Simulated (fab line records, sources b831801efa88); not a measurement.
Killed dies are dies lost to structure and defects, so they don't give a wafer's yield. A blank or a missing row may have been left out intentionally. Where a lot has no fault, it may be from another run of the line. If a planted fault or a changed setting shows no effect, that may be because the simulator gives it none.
fab line records | flow sky130
[record] lots = 6 wafers = 18 last_day = 50
route steps=708 shown NWELL@65 PAD_OPEN@708
lots untouched by any fault: they come from a run of this same line in which no faults occurred
start_h: start of the lot's first displayed wafer, in hours after the record's first day | wait_h: time in hours since the lot's previous step | " the same as in the row above | L1.1+2: several wafers, shown together as one row | - either no value or no given start | * or withheld: withheld | < > ~ a bound
route shown NAME@n: a module of which the file shows steps, and the number in the route of the first | usual: mean/standard deviation of fault-free wafers | same: alike in all rows | chamber/n: place in a boat | sites: per-site readings | _std_site: standard deviation across them | _edge_site: outer sites' mean less inner sites' | radius_mm: for every site, how far away it sits from the centre of the wafer | mask NAME#n: copy n | behind: the tool/chamber that last shaped the wafer | hold: cause of the lot's hold/its duration in hours/its outcome | device: which transistor (n, p or np) failed to switch | end of line: tests run on the same wafers once the route is complete | for a step that has no rows: nothing shown but its recipe | killed: at the first sort, the dies lost to defects and structure; wafer yield is something else | map: shows each die of a wafer: x if killed, . if not, _ if none is there
set.NAME: the run value of the setting; set.NAME@STEP: its run value at that earlier step | model.NAME: the simulator's own value behind a step, which no gauge read
lots seen at some steps along the route; tables by step, rows by wafer
services: a tool's chamber out of use, with start hour (start_h, from the record's first day; less than 0 if before it), hours out, and reason
[[steps]]
[step SKY_NWELL_IMPLANT_12]
[recipe] species = P energy_kev = 120 dose_cm2 = 1.3e+12 tilt_deg = withheld
[step SKY_NWELL_IMPLANT_13]
[recipe] species = P energy_kev = 50 dose_cm2 = 7e+11 tilt_deg = withheld
[step SKY_NWELL_STRIP_14]
[recipe] chemistry = O2/N2 power_w = 1400 pressure_mtorr = 1500 platen_temp_c = withheld o2_flow_sccm = 3000 n2_flow_sccm = 300 overash_fraction = 0.5
[usual] drypump_motor_current_A = 5.8/0.52 oes_product_au = 0.722/0.0046 strip_time_to_endpoint_s = 36.93/0.11
// columns lot.wafer tool chamber start_h wait_h drypump_motor_current_A oes_product_au rf_hours_counter_h strip_time_to_endpoint_s
L488.2 plasma_asher-02 0 117.47 0.1 5.2 0.726 43 36.80
L488.4 " 1 " " 5.5 0.717 - 36.79
L488.6 " 1 " " 5.5 0.719 - 36.79
L491.1 plasma_asher-04 0 130.32 0.1 6.3 0.721 31 36.99
L491.3 " 1 " " 5.2 0.730 - 37.06
L491.4 " 0 " " 6.2 0.727 - 37.07
L494.4 plasma_asher-01 0 149.37 0.1 5.7 0.721 - 37.04
L494.5 " 1 " " 6.5 0.719 - 36.94
L494.6 " 0 " " 5.7 0.717 - 36.89
L502.1 plasma_asher-04 0 196.82 0.1 6.3 0.721 39 36.80
L502.4 " 1 " " 5.2 0.722 - 36.75
L502.6 " 1 " " 5.2 0.725 - 36.92
L503.3 plasma_asher-02 0 203.61 0.1 5.2 0.726 - 36.93
L503.4 " 1 " " 5.6 0.725 - 36.95
L503.5 " 1 " " 5.5 0.730 - 36.94
L506.1 plasma_asher-04 0 220.24 0.1 6.2 0.724 41 36.96
L506.4 " 1 " " 5.2 0.724 - 36.88
L506.6 " 1 " " 5.2 0.727 - 36.85
[step SKY_NWELL_TW_MEAS_15]
[usual] NWELL_TW = 1827/7
// columns lot.wafer tool chamber start_h wait_h NWELL_TW
L488.2 film_metro-03 - 117.58 0.1 1828
L488.4 " - " " 1824
L488.6 " - " " 1829
L491.1 film_metro-01 - 130.42 0.1 1822
L491.3 " - " " 1830
L491.4 " - " " 1815
L494.4 film_metro-02 - 149.47 0.1 1826
L494.5 " - " " 1825
L494.6 " - " " 1820
L502.1 film_metro-01 - 196.92 0.1 1836
L502.4 " - " " 1834
L502.6 " - " " 1831
L503.3 film_metro-03 - 203.70 0.1 1829
L503.4 " - " " 1824
L503.5 " - " " 1820
L506.1 film_metro-03 - 220.34 0.1 1818
L506.4 " - " " 1827
L506.6 " - " " 1809
[step SKY_NWELL_DEHYDRATE_16]
[recipe] temp_c = 200 time_s = 60
[step SKY_NWELL_HMDS_17]
[recipe] prime_time_s = 60 prime_temp_c = 120
[step SKY_NWELL_COAT_18]
[recipe] spin_rpm = 2000 resist_thk_nm = 3000
[step SKY_NWELL_SOFTBAKE_19]
[recipe] temp_c = 110 time_s = withheld
[step SKY_NWELL_EXPOSE_20]
[recipe] mask_id = NWM_COMPLEMENT na = 0.6 source_shape = conventional sigma_outer = 0.6 polarization = unpolarized target_cd_nm = 840 dose_mj = 260
[step SKY_NWELL_PEB_21]
[recipe] temp_c = 115 time_s = withheld
[step SKY_NWELL_DEVELOP_22]
[recipe] wall_angle_deg = 90 developer = TMAH develop_time_s = 60 dev_temp_c = 23
[step SKY_NWELL_OVL_MEAS_23]
[usual] NWELL_01_OVL = 0.1/1.3
// columns lot.wafer tool chamber start_h wait_h NWELL_01_OVL[nm]
L488.2 overlay-02 - 135.74 - -0.3
L488.4 " - " " 0.5
L488.6 " - " " 0.3
L491.1 overlay-02 - 149.44 - 2.1
L491.3 " - " " 0.5
L491.4 " - " " 1.8
L494.4 overlay-01 - 169.17 - 0.1
L494.5 " - " " -0.3
L494.6 " - " " -1.4
L502.1 overlay-02 - 218.29 - 1.4
L502.4 " - " " -1.8
L502.6 " - " " -0.2
L503.3 overlay-02 - 225.31 - 0.2
L503.4 " - " " 1.4
L503.5 " - " " 2.3
L506.1 overlay-01 - 242.84 - -0.1
L506.4 " - " " 1.0
L506.6 " - " " -0.8
[step SKY_NWELL_IMPLANT_24]
[recipe] species = B energy_kev = 140 dose_cm2 = 9.2e+12 tilt_deg = withheld
[usual] faraday_current_uA = 51.8/1.1
// columns lot.wafer tool chamber start_h wait_h faraday_current_uA
L488.2 implanter-03 0 135.80 0.0 53.1
L488.4 " 0 " " 52.4
L488.6 " 0 " " 50.8
L491.1 implanter-02 0 149.48 0.0 51.4
L491.3 " 0 " " 51.8
L491.4 " 0 " " 50.7
L494.4 implanter-02 0 169.26 0.1 52.3
L494.5 " 0 " " 50.5
L494.6 " 0 " " 51.6
L502.1 implanter-04 0 218.32 0.0 52.4
L502.4 " 0 " " 51.9
L502.6 " 0 " " 50.9
L502.1 implanter-04 0 218.64 0.3 52.4
L502.4 " 0 " " 51.9
L502.6 " 0 " " 50.8
L503.3 implanter-04 0 225.39 0.1 53.3
L503.4 " 0 " " 52.9
L503.5 " 0 " " 50.7
L503.3 implanter-04 0 225.70 0.3 51.2
L503.4 " 0 " " 52.5
L503.5 " 0 " " 51.6
L506.1 implanter-03 0 242.87 0.0 51.3
L506.4 " 0 " " 52.0
L506.6 " 0 " " 52.7
[step SKY_NWELL_STRIP_25]
[recipe] chemistry = O2/N2 power_w = 1400 pressure_mtorr = 1500 platen_temp_c = withheld o2_flow_sccm = 3000 n2_flow_sccm = 300 overash_fraction = 0.5
[usual] drypump_motor_current_A = 5.8/0.51 oes_product_au = 0.723/0.0048 strip_time_to_endpoint_s = 36.94/0.096
// columns lot.wafer tool chamber start_h wait_h drypump_motor_current_A oes_product_au rf_hours_counter_h strip_time_to_endpoint_s
L488.2 plasma_asher-04 0 135.92 0.1 6.3 0.724 32 36.84
L488.4 " 0 " " 6.3 0.721 - 36.80
L488.6 " 0 " " 6.3 0.727 - 36.81
L491.1 plasma_asher-04 1 149.63 0.1 5.1 0.729 33 36.95
L491.3 " 1 " " 5.2 0.717 - 36.90
L491.4 " 0 " " 6.3 0.721 - 36.81
L494.4 plasma_asher-01 0 169.37 0.1 5.7 0.729 - 36.88
L494.5 " 1 " " 6.5 0.720 - 36.81
L494.6 " 0 " " 5.7 0.718 - 36.97
L502.1 plasma_asher-02 0 218.79 0.1 5.2 0.725 49 36.88
L502.4 " 0 " " 5.2 0.726 - 36.81
L502.6 " 0 " " 5.2 0.723 - 36.92
L503.3 plasma_asher-01 1 225.84 0.1 6.5 0.729 - 36.93
L503.4 " 0 " " 5.7 0.718 - 36.94
L503.5 " 0 " " 5.7 0.713 - 36.93
L506.1 plasma_asher-04 0 243.02 0.1 6.3 0.724 44 36.91
L506.4 " 0 " " 6.3 0.721 - 37.00
L506.6 " 1 " " 5.2 0.718 - 36.82
[step SKY_NWELL_TW_MEAS_26]
[usual] NWELL_2_TW = 498.5/2.3
// columns lot.wafer tool chamber start_h wait_h NWELL_2_TW
L488.2 film_metro-01 - 136.03 0.1 496.6
L488.4 " - " " 495.8
L488.6 " - " " 496.7
L491.1 film_metro-01 - 149.73 0.1 497.7
L491.3 " - " " 500.4
L491.4 " - " " 500.4
L494.4 film_metro-03 - 169.47 0.1 497.9
L494.5 " - " " 501.1
L494.6 " - " " 498.2
L502.1 film_metro-02 - 218.89 0.1 624.0
L502.4 " - " " 623.9
L502.6 " - " " 621.6
L503.3 film_metro-01 - 225.92 0.1 620.5
L503.4 " - " " 621.9
L503.5 " - " " 618.2
L506.1 film_metro-03 - 243.12 0.1 499.1
L506.4 " - " " 497.8
L506.6 " - " " 496.3
[step SKY_NWELL_CLEAN_27]
[recipe] chemistry = SC1/SC2 mix = 1:4:20 temp_c = 70 time_s = 150 dry = n2_spin
[step SKY_PAD_OPEN_PROBE_99]
[usual] killed_at_M0_to_M3 = 44/6.4 killed_at_M4_up = 3.4/2.1 killed_at_contacts = 23/5 killed_at_front_end = 15/4.5 killed_at_other = 0.3/0.54 killed_dies = 86/9.5 killed_open = 48/6.9 killed_short = 38/5.9
[same] gross_dies = 492 killed_at_back_side = 0
// columns lot.wafer tool chamber start_h wait_h killed_at_M0_to_M3 killed_at_M4_up killed_at_contacts killed_at_front_end killed_at_other killed_dies killed_open killed_short model.etest.pfet_16v.r_on_ohm_um model.etest.res_iso_pwell.rs_ohm_sq model.etest.res_pwell_under_gate.rs_ohm_sq model.etest.nfet_16v.r_on_ohm_um model.etest.res_iso_pwell.line_ohm_um model.etest.tip_n_5v.rs_ohm_sq model.etest.res_nwell.line_ohm_um model.etest.res_iso_pwell.width_nm
L488.2 prober-02 - 1121.53 0.1 49 1 21 17 0 88 52 36 1.497e+04 2803 2296 1.387e+04 1060 1369 1150 2671
L488.4 prober-02 - 1121.63 0.2 44 5 27 21 0 97 55 41 1.507e+04 2867 2310 1.41e+04 1079 1379 1172 2649
L488.6 prober-02 - 1121.73 0.2 60 5 19 16 0 100 57 43 1.478e+04 2675 2288 1.391e+04 1010 1369 1118 2671
L491.1 prober-01 - 1122.15 0.1 42 1 24 17 0 84 47 37 1.54e+04 3339 2294 1.391e+04 1259 1411 1203 2667
L491.3 prober-01 - 1122.25 0.2 39 4 19 15 0 77 43 34 1.524e+04 3273 2288 1.385e+04 1235 1395 1199 2671
L491.4 prober-01 - 1122.30 0.2 35 2 18 20 0 75 42 33 1.506e+04 3124 2310 1.408e+04 1179 1404 1188 2663
L494.4 prober-02 - 1134.56 0.2 40 3 22 22 0 87 43 44 1.513e+04 2675 2283 1.414e+04 1017 1362 1138 2659
L494.5 prober-02 - 1134.61 0.2 30 2 25 10 1 68 33 35 1.524e+04 2735 2293 1.404e+04 1035 1365 1155 2656
L494.6 prober-02 - 1134.66 0.2 43 2 34 14 0 93 52 40 1.528e+04 2788 2298 1.397e+04 1070 1368 1162 2669
L502.1 prober-02 - 1178.83 0.1 43 6 21 11 0 81 43 38 1.163e+04 1956 1436 1.443e+04 733.7 1505 1260 2708
L502.4 prober-02 - 1178.98 0.2 28 1 22 14 0 65 39 26 1.156e+04 1926 1448 1.451e+04 718 1507 1258 2707
L502.6 prober-02 - 1179.08 0.2 35 4 20 7 0 66 36 30 1.166e+04 1952 1436 1.456e+04 717.3 1516 1286 2700
L503.3 prober-01 - 1182.39 0.2 50 3 20 14 0 87 45 42 1.146e+04 1805 1445 1.452e+04 660.6 1517 1237 2701
L503.4 prober-01 - 1182.44 0.2 36 3 34 10 0 83 50 33 1.151e+04 1844 1446 1.463e+04 693.7 1525 1254 2708
L503.5 prober-01 - 1182.49 0.2 38 5 21 15 0 79 44 35 1.159e+04 1853 1442 1.468e+04 677.3 1516 1244 2699
L506.1 prober-02 - 1196.41 0.1 40 5 16 12 0 73 43 29 1.516e+04 2976 2277 1.386e+04 1126 1390 1189 2642
L506.4 prober-02 - 1196.56 0.2 45 2 21 8 1 77 48 28 1.492e+04 2886 2285 1.384e+04 1066 1390 1180 2655
L506.6 prober-02 - 1196.66 0.2 47 4 25 11 0 87 46 41 1.499e+04 2922 2281 1.375e+04 1123 1397 1190 2648
// killed by level:class
L488.2 VIA1:geometric_particle:open=15 CONTACT:geometric_particle:open=10 VIA2:geometric_particle:open=8 METAL1:geometric_particle:short=6 METAL2:geometric_particle:short=6 FIELD_ISO:geometric_particle:short=4 POLY_GATE:geometric_particle:open=4 POLY_GATE:geometric_particle:short=4
L488.4 CONTACT:geometric_particle:open=10 VIA1:geometric_particle:open=9 VIA3:geometric_particle:open=9 VIA2:geometric_particle:open=8 POLY_GATE:geometric_particle:short=6 LI_CONTACT:geometric_particle:open=6 FIELD_ISO:geometric_particle:short=5 LOCAL_INTERCONNECT:geometric_particle:short=5
L488.6 VIA1:geometric_particle:open=15 VIA1:geometric_particle:short=9 CONTACT:geometric_particle:open=9 METAL2:geometric_particle:short=8 VIA2:geometric_particle:open=8 FIELD_ISO:geometric_particle:open=7 POLY_GATE:geometric_particle:open=6 METAL1:geometric_particle:short=5
L491.1 VIA1:geometric_particle:open=13 LI_CONTACT:geometric_particle:open=10 METAL2:geometric_particle:short=7 CONTACT:geometric_particle:open=5 VIA2:geometric_particle:open=5 POLY_GATE:geometric_particle:open=4 FIELD_ISO:geometric_particle:short=3 POLY_GATE:geometric_particle:short=3
L491.3 VIA1:geometric_particle:open=12 LI_CONTACT:geometric_particle:open=10 VIA1:geometric_particle:short=8 VIA3:geometric_particle:open=5 POLY_GATE:geometric_particle:short=4 CONTACT:geometric_particle:open=4 FIELD_ISO:geometric_particle:short=3 VIA2:geometric_particle:open=3
L491.4 VIA1:geometric_particle:open=9 CONTACT:geometric_particle:open=7 VIA2:geometric_particle:open=6 METAL3:geometric_particle:short=6 CONTACT:geometric_particle:short=5 POLY_GATE:geometric_particle:open=5 VIA2:geometric_particle:short=5 VIA3:geometric_particle:open=4
L494.4 VIA1:geometric_particle:open=10 LI_CONTACT:geometric_particle:open=7 METAL1:geometric_particle:short=7 VIA3:geometric_particle:open=6 FIELD_ISO:geometric_particle:short=5 POLY_GATE:geometric_particle:short=5 VIA2:geometric_particle:open=5 CONTACT:geometric_particle:short=5
L494.5 CONTACT:geometric_particle:short=10 VIA1:geometric_particle:open=7 LI_CONTACT:geometric_particle:open=6 CONTACT:geometric_particle:open=5 VIA2:geometric_particle:open=5 VIA3:geometric_particle:short=4 VIA3:geometric_particle:open=4 POLY_GATE:geometric_particle:short=3
L494.6 CONTACT:geometric_particle:open=14 VIA3:geometric_particle:open=10 CONTACT:geometric_particle:short=8 VIA1:geometric_particle:open=7 VIA2:geometric_particle:open=6 LOCAL_INTERCONNECT:geometric_particle:short=5 VIA2:geometric_particle:short=5 POLY_GATE:geometric_particle:short=4
L502.1 VIA3:geometric_particle:open=8 VIA1:geometric_particle:open=7 LI_CONTACT:geometric_particle:open=6 VIA3:geometric_particle:short=6 CONTACT:geometric_particle:open=5 CONTACT:geometric_particle:short=5 METAL1:geometric_particle:short=5 METAL2:geometric_particle:short=5
L502.4 LI_CONTACT:geometric_particle:open=9 VIA1:geometric_particle:open=8 CONTACT:geometric_particle:open=7 FIELD_ISO:geometric_particle:short=6 METAL1:geometric_particle:short=4 VIA3:geometric_particle:open=4 POLY_GATE:geometric_particle:open=3 LI_CONTACT:geometric_particle:short=3
L502.6 VIA2:geometric_particle:open=7 CONTACT:geometric_particle:open=6 VIA3:geometric_particle:open=6 METAL2:geometric_particle:short=5 LI_CONTACT:geometric_particle:short=4 LI_CONTACT:geometric_particle:open=4 VIA1:geometric_particle:open=4 VIA3:geometric_particle:short=4
L503.3 VIA1:geometric_particle:open=12 CONTACT:geometric_particle:open=9 VIA1:geometric_particle:short=8 VIA3:geometric_particle:open=6 METAL2:geometric_particle:short=5 FIELD_ISO:geometric_particle:short=4 POLY_GATE:geometric_particle:open=4 POLY_GATE:geometric_particle:short=4
L503.4 LI_CONTACT:geometric_particle:open=12 CONTACT:geometric_particle:open=9 POLY_GATE:geometric_particle:open=6 METAL1:geometric_particle:short=6 CONTACT:geometric_particle:short=6 VIA1:geometric_particle:open=6 VIA2:geometric_particle:open=6 VIA1:geometric_particle:short=5
L503.5 CONTACT:geometric_particle:open=12 VIA1:geometric_particle:open=12 METAL1:geometric_particle:short=5 VIA2:geometric_particle:open=4 POLY_GATE:geometric_particle:open=4 POLY_GATE:geometric_particle:short=4 METAL4:geometric_particle:short=4 FIELD_ISO:geometric_particle:open=3
L506.1 VIA2:geometric_particle:open=9 CONTACT:geometric_particle:open=7 VIA3:geometric_particle:open=6 VIA1:geometric_particle:short=5 VIA1:geometric_particle:open=5 CONTACT:geometric_particle:short=4 METAL1:geometric_particle:short=4 METAL4:geometric_particle:short=4
L506.4 VIA1:geometric_particle:open=15 VIA3:geometric_particle:open=11 CONTACT:geometric_particle:open=9 LOCAL_INTERCONNECT:geometric_particle:short=6 LI_CONTACT:geometric_particle:open=5 METAL2:geometric_particle:short=4 VIA3:geometric_particle:short=4 POLY_GATE:geometric_particle:short=3
L506.6 LI_CONTACT:geometric_particle:open=9 VIA2:geometric_particle:open=8 VIA3:geometric_particle:open=8 VIA1:geometric_particle:open=7 METAL2:geometric_particle:short=7 CONTACT:geometric_particle:open=5 VIA1:geometric_particle:short=5 METAL3:geometric_particle:short=5
[[services]]
// columns tool chamber start_h hours kind
plasma_asher-01 - 108.75 9.0 pm
plasma_asher-01 0 108.75 9.0 vent_cycle
plasma_asher-01 1 108.75 9.0 vent_cycle
plasma_asher-01 0 117.75 - clean
plasma_asher-01 1 117.75 - clean
plasma_asher-02 - 126.81 15.6 pm
implanter-04 - 149.88 2.0 repair
plasma_asher-02 - 157.61 2.8 pm
plasma_asher-02 - 160.36 28.1 pm
implanter-04 - 198.79 11.5 repair
plasma_asher-02 - 213.69 0.7 repair
[[key]]
[first_sign] step = SKY_NWELL_IMPLANT_24 reading = visit direction = added
[effect] step = SKY_NWELL_TW_MEAS_26 reading = NWELL_2_TW direction = up sigmas = 54 usual = 498.5 struck = 621.7
[model_effect] step = SKY_PAD_OPEN_PROBE_99 value = etest.pfet_16v.r_on_ohm_um without = 1.553e+04 struck = 1.157e+04
met_at SKY_NWELL_IMPLANT_24
struck_wafers L502.1,L502.4,L502.6,L503.3,L503.4,L503.5
tester_left_out L502,L503
[fault] kind = repeated_step_whole tool = implanter-02,implanter-03,implanter-04 chamber = - onset_h = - steps = SKY_NWELL_IMPLANT_24 times = 1 scope = struck_lots_only
// tester_left_out: of these lots the tester's yield and bins aren't shown, on N5 and GAA mostly nor the transistor test; their killed dies are dies lost to structure and defects alone, not to doping, threshold or leakage, so they don't give the yield
